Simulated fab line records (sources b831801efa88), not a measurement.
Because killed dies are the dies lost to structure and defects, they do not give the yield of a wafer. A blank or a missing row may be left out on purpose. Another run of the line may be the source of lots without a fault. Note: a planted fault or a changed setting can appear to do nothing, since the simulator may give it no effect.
What tool caused it? + flow sfq_line + Sampling: 13 lots, 39 wafers, 6 of 325 route steps

WHAT THE GAUGES SHOWED, per wafer
No reading from a measuring or inspecting step in the record can be judged against a usual standard deviation.

WHICH TOOL RAN EACH LOT (tool, then ch and the chambers of the sampled wafers, then the start)
| lot  | SFQ_TRILAYER_I1_CMP_CMP_046   | SFQ_TRILAYER_I1_METRO_MEASURE_047 | SFQ_TRILAYER_I1_VIA_ETCH_VIA_ETCH_052 | SFQ_TRILAYER_M2_STRIP_STRIP_061   | SFQ_TRILAYER_I2_DEP_PECVD_063   | SFQ_TRILAYER_I2_VIA_STRIP_STRIP_071 |
|------|-------------------------------|-----------------------------------|---------------------------------------|-----------------------------------|---------------------------------|-------------------------------------|
| L530 | cmp-02 ch 2,3, day 22 08:34   | film_metro-04, day 22 11:47       | rie_diel-01 ch 0,1,3, day 29 01:13    | rie_metal-03 ch 0,1, day 33 20:45 | pecvd-03 ch 0,1,2, day 33 21:22 | rie_metal-04 ch 0,1, day 40 13:04   |
| L531 | cmp-01 ch 0,2,3, day 22 21:16 | film_metro-02, day 22 23:53       | rie_diel-01 ch 0,1,3, day 29 14:25    | rie_metal-01 ch 0,1, day 34 07:21 | pecvd-02 ch 0,1, day 34 08:08   | rie_metal-02 ch 0, day 40 22:28     |
| L532 | cmp-01 ch 2,3, day 23 04:32   | film_metro-03, day 23 07:46       | rie_diel-01 ch 0,2,3, day 29 21:26    | rie_metal-01 ch 0,1, day 34 15:57 | pecvd-02 ch 0,1,2, day 34 16:34 | rie_metal-03 ch 0,1, day 41 05:52   |
| L540 | cmp-01 ch 0,2,3, day 27 02:03 | film_metro-02, day 27 04:34       | rie_diel-04 ch 2,3, day 32 15:29      | rie_metal-04 ch 0,1, day 38 04:59 | pecvd-03 ch 1,2, day 38 05:41   | rie_metal-04 ch 0,1, day 44 12:40   |
| L543 | cmp-02 ch 1,2,3, day 27 17:51 | film_metro-04, day 27 21:10       | rie_diel-01 ch 0,2,3, day 33 04:49    | rie_metal-01 ch 0,1, day 39 02:15 | pecvd-02 ch 0,1,2, day 39 03:02 | rie_metal-02 ch 0,1, day 45 20:52   |
| L545 | cmp-01 ch 0,1,2, day 29 09:43 | film_metro-03, day 29 12:50       | rie_diel-03 ch 1,2,3, day 34 06:01    | rie_metal-03 ch 0,1, day 40 10:41 | pecvd-03 ch 0,1,2, day 40 11:28 | rie_metal-04 ch 0, day 47 03:00     |
| L546 | cmp-02 ch 2,3, day 29 11:49   | film_metro-04, day 29 15:20       | rie_diel-04 ch 0,2, day 34 08:25      | rie_metal-01 ch 0,1, day 40 14:19 | pecvd-02 ch 1,2, day 40 14:53   | rie_metal-02 ch 0,1, day 47 05:36   |
| L547 | cmp-01 ch 0,1,2, day 30 11:25 | film_metro-04, day 30 14:14       | rie_diel-03 ch 1,2, day 35 08:25      | rie_metal-03 ch 0,1, day 41 15:19 | pecvd-03 ch 1,2, day 41 16:05   | rie_metal-04 ch 0,1, day 48 04:12   |
| L548 | cmp-01 ch 0,1, day 31 01:55   | film_metro-04, day 31 05:38       | rie_diel-03 ch 0,1,2, day 36 05:58    | rie_metal-01 ch 0,1, day 42 13:07 | pecvd-02 ch 0,1,2, day 42 13:43 | rie_metal-04 ch 0,1, day 49 02:00   |
| L549 | cmp-02 ch 0,1,3, day 31 21:01 | film_metro-04, day 31 23:08       | rie_diel-03 ch 1,2, day 37 07:06      | rie_metal-01 ch 0, day 43 16:17   | pecvd-03 ch 1,2, day 43 17:40   | rie_metal-03 ch 0,1, day 50 04:28   |
| L550 | cmp-02 ch 0,2, day 32 08:31   | film_metro-03, day 32 11:08       | rie_diel-03 ch 0,1,2, day 37 21:19    | rie_metal-01 ch 0,1, day 44 05:19 | pecvd-02 ch 1,2, day 44 06:05   | rie_metal-03 ch 0, day 50 19:05     |
| L551 | cmp-01 ch 2,3, day 32 21:25   | film_metro-02, day 33 00:02       | rie_diel-04 ch 1,2,3, day 38 20:07    | rie_metal-01 ch 0,1, day 44 16:07 | pecvd-01 ch 1,2, day 44 16:53   | rie_metal-04 ch 0,1, day 51 04:41   |
| L553 | cmp-01 ch 0,1,2, day 33 09:25 | film_metro-03, day 33 12:14       | rie_diel-01 ch 0,1,2, day 39 12:49    | rie_metal-03 ch 0,1, day 45 04:07 | pecvd-01 ch 0,2, day 45 04:54   | rie_metal-03 ch 0, day 51 15:29     |
- SFQ_TRILAYER_I1_CMP_CMP_046: polishes SiO2.
- SFQ_TRILAYER_I1_METRO_MEASURE_047
- SFQ_TRILAYER_I1_VIA_ETCH_VIA_ETCH_052: etches SiO2 in CHF3, stops on Nb, target depth 260 nm.
- SFQ_TRILAYER_M2_STRIP_STRIP_061: strips in O2.
- SFQ_TRILAYER_I2_DEP_PECVD_063: deposits SiO2 from SiH4/N2O, time 111.11 s, target thk 500 nm.
- SFQ_TRILAYER_I2_VIA_STRIP_STRIP_071: strips in O2.

WHAT THE TOOLS THEMSELVES READ (means of the sampled wafers that have a number; where no wafer has one, the mark that the record gives instead)
SFQ_TRILAYER_I1_CMP_CMP_046. Usual: motor_current_A 9.9 A, standard deviation 0.9; time_to_endpoint_s 215 s, standard deviation 7.
| lot  | tool   | motor_current_A (A) | time_to_endpoint_s (s) | flag |
|------|--------|---------------------|------------------------|------|
| L530 | cmp-02 | 10.9                | 218                    |      |
| L531 | cmp-01 | 9.5                 | 217                    |      |
| L532 | cmp-01 | 9.9                 | 224                    |      |
| L540 | cmp-01 | 9.5                 | 230                    |      |
| L543 | cmp-02 | 10.5                | 213                    |      |
| L545 | cmp-01 | 8.8                 | 217                    |      |
| L546 | cmp-02 | 10.4                | 215                    |      |
| L547 | cmp-01 | 9.0                 | 219                    |      |
| L548 | cmp-01 | 8.6                 | 225                    |      |
| L549 | cmp-02 | 10.7                | 216                    |      |
| L550 | cmp-02 | 10.1                | 217                    |      |
| L551 | cmp-01 | 10.5                | 218                    |      |
| L553 | cmp-01 | 8.6                 | 217                    |      |

SFQ_TRILAYER_I1_METRO_MEASURE_047. Usual: thk_nm 199.9 nm, standard deviation 1.2.
| lot  | tool          | thk_nm (nm) | flag |
|------|---------------|-------------|------|
| L530 | film_metro-04 | 198.3       |      |
| L531 | film_metro-02 | 201.2       |      |
| L532 | film_metro-03 | 200.4       |      |
| L540 | film_metro-02 | 182.1       | OFF  |
| L543 | film_metro-04 | 199.3       |      |
| L545 | film_metro-03 | 200.8       |      |
| L546 | film_metro-04 | 200.7       |      |
| L547 | film_metro-04 | 201.2       |      |
| L548 | film_metro-04 | 201.2       |      |
| L549 | film_metro-04 | 199.3       |      |
| L550 | film_metro-03 | 198.7       |      |
| L551 | film_metro-02 | 199.1       |      |
| L553 | film_metro-03 | 200.7       |      |

SFQ_TRILAYER_I1_VIA_ETCH_VIA_ETCH_052. Usual: drypump_motor_current_A 5.6 A, standard deviation 0.42; oes_product_au 0.854 a.u., standard deviation 0.0055.
| lot  | tool        | drypump_motor_current_A (A) | oes_product_au (a.u.) | flag |
|------|-------------|-----------------------------|-----------------------|------|
| L530 | rie_diel-01 | 5.7                         | 0.851                 |      |
| L531 | rie_diel-01 | 5.7                         | 0.854                 |      |
| L532 | rie_diel-01 | 5.7                         | 0.854                 |      |
| L540 | rie_diel-04 | 5.8                         | 0.812                 | OFF  |
| L543 | rie_diel-01 | 5.7                         | 0.852                 |      |
| L545 | rie_diel-03 | 5.3                         | 0.853                 |      |
| L546 | rie_diel-04 | 5.4                         | 0.858                 |      |
| L547 | rie_diel-03 | 5.3                         | 0.858                 |      |
| L548 | rie_diel-03 | 5.3                         | 0.855                 |      |
| L549 | rie_diel-03 | 5.3                         | 0.855                 |      |
| L550 | rie_diel-03 | 5.3                         | 0.856                 |      |
| L551 | rie_diel-04 | 5.8                         | 0.854                 |      |
| L553 | rie_diel-01 | 5.7                         | 0.851                 |      |

SFQ_TRILAYER_M2_STRIP_STRIP_061. Usual: drypump_motor_current_A 6.0 A, standard deviation 0.46; oes_product_au 1.000 a.u., standard deviation 0.0085.
| lot  | tool         | drypump_motor_current_A (A) | oes_product_au (a.u.) | flag |
|------|--------------|-----------------------------|-----------------------|------|
| L530 | rie_metal-03 | 6.2                         | 1.010                 |      |
| L531 | rie_metal-01 | 5.5                         | 0.990                 |      |
| L532 | rie_metal-01 | 5.5                         | 0.995                 |      |
| L540 | rie_metal-04 | 6.6                         | 0.995                 |      |
| L543 | rie_metal-01 | 5.5                         | 0.995                 |      |
| L545 | rie_metal-03 | 6.2                         | 1.005                 |      |
| L546 | rie_metal-01 | 5.5                         | 0.992                 |      |
| L547 | rie_metal-03 | 6.3                         | 0.999                 |      |
| L548 | rie_metal-01 | 5.5                         | 0.993                 |      |
| L549 | rie_metal-01 | 5.4                         | 1.003                 |      |
| L550 | rie_metal-01 | 5.5                         | 1.001                 |      |
| L551 | rie_metal-01 | 5.5                         | 0.986                 |      |
| L553 | rie_metal-03 | 6.3                         | 1.011                 |      |

SFQ_TRILAYER_I2_DEP_PECVD_063. Usual: heater_power_w 92 W, standard deviation 15; throttle_valve_pct 24.2 %, standard deviation 1.1.
| lot  | tool     | heater_power_w (W) | throttle_valve_pct (%) | flag |
|------|----------|--------------------|------------------------|------|
| L530 | pecvd-03 | 79                 | 25.4                   |      |
| L531 | pecvd-02 | 95                 | 23.1                   |      |
| L532 | pecvd-02 | 97                 | 23.4                   |      |
| L540 | pecvd-03 | 75                 | 25.4                   |      |
| L543 | pecvd-02 | 93                 | 23.6                   |      |
| L545 | pecvd-03 | 90                 | 22.9                   |      |
| L546 | pecvd-02 | 99                 | 24.1                   |      |
| L547 | pecvd-03 | 78                 | 23.4                   |      |
| L548 | pecvd-02 | 91                 | 23.7                   |      |
| L549 | pecvd-03 | 74                 | 23.5                   |      |
| L550 | pecvd-02 | 95                 | 24.3                   |      |
| L551 | pecvd-01 | 106                | 25.3                   |      |
| L553 | pecvd-01 | 99                 | 25.0                   |      |

SFQ_TRILAYER_I2_VIA_STRIP_STRIP_071. Usual: drypump_motor_current_A 6.3 A, standard deviation 0.33; oes_product_au 1.000 a.u., standard deviation 0.0075.
| lot  | tool         | drypump_motor_current_A (A) | oes_product_au (a.u.) | flag |
|------|--------------|-----------------------------|-----------------------|------|
| L530 | rie_metal-04 | 6.6                         | 1.002                 |      |
| L531 | rie_metal-02 | 6.1                         | 0.994                 |      |
| L532 | rie_metal-03 | 6.1                         | 1.003                 |      |
| L540 | rie_metal-04 | 6.6                         | 0.994                 |      |
| L543 | rie_metal-02 | 5.7                         | 1.002                 |      |
| L545 | rie_metal-04 | 6.5                         | 1.006                 |      |
| L546 | rie_metal-02 | 5.8                         | 0.994                 |      |
| L547 | rie_metal-04 | 6.6                         | 0.997                 |      |
| L548 | rie_metal-04 | 6.6                         | 0.996                 |      |
| L549 | rie_metal-03 | 6.3                         | 1.002                 |      |
| L550 | rie_metal-03 | 6.3                         | 0.999                 |      |
| L551 | rie_metal-04 | 6.6                         | 0.990                 |      |
| L553 | rie_metal-03 | 6.3                         | 1.008                 |      |

THE ANSWER, worked out from the rows above alone
Rule: a lot is off if the mean of its wafers that have a number lies more than 3 standard deviations from the usual mean. A lot without any number at a reading at which 4 lots or more have one is off too. The other lots that the step has rows for count as sound. First the gauges in route order, then the tools' own readings, where a lot's mean is used as printed above. The first step at which some lot is off is used, and at that step the reading that is off furthest; a lot without a number counts as furthest.
Off at SFQ_TRILAYER_I1_METRO_MEASURE_047 (thk_nm): L540.
If a tool, at that step or one of the process steps before it, ran each lot that is off and ran no sound lot following the first of them, it fits. None of those tried fits.

WHAT WAS PUT IN BY THE SIMULATOR
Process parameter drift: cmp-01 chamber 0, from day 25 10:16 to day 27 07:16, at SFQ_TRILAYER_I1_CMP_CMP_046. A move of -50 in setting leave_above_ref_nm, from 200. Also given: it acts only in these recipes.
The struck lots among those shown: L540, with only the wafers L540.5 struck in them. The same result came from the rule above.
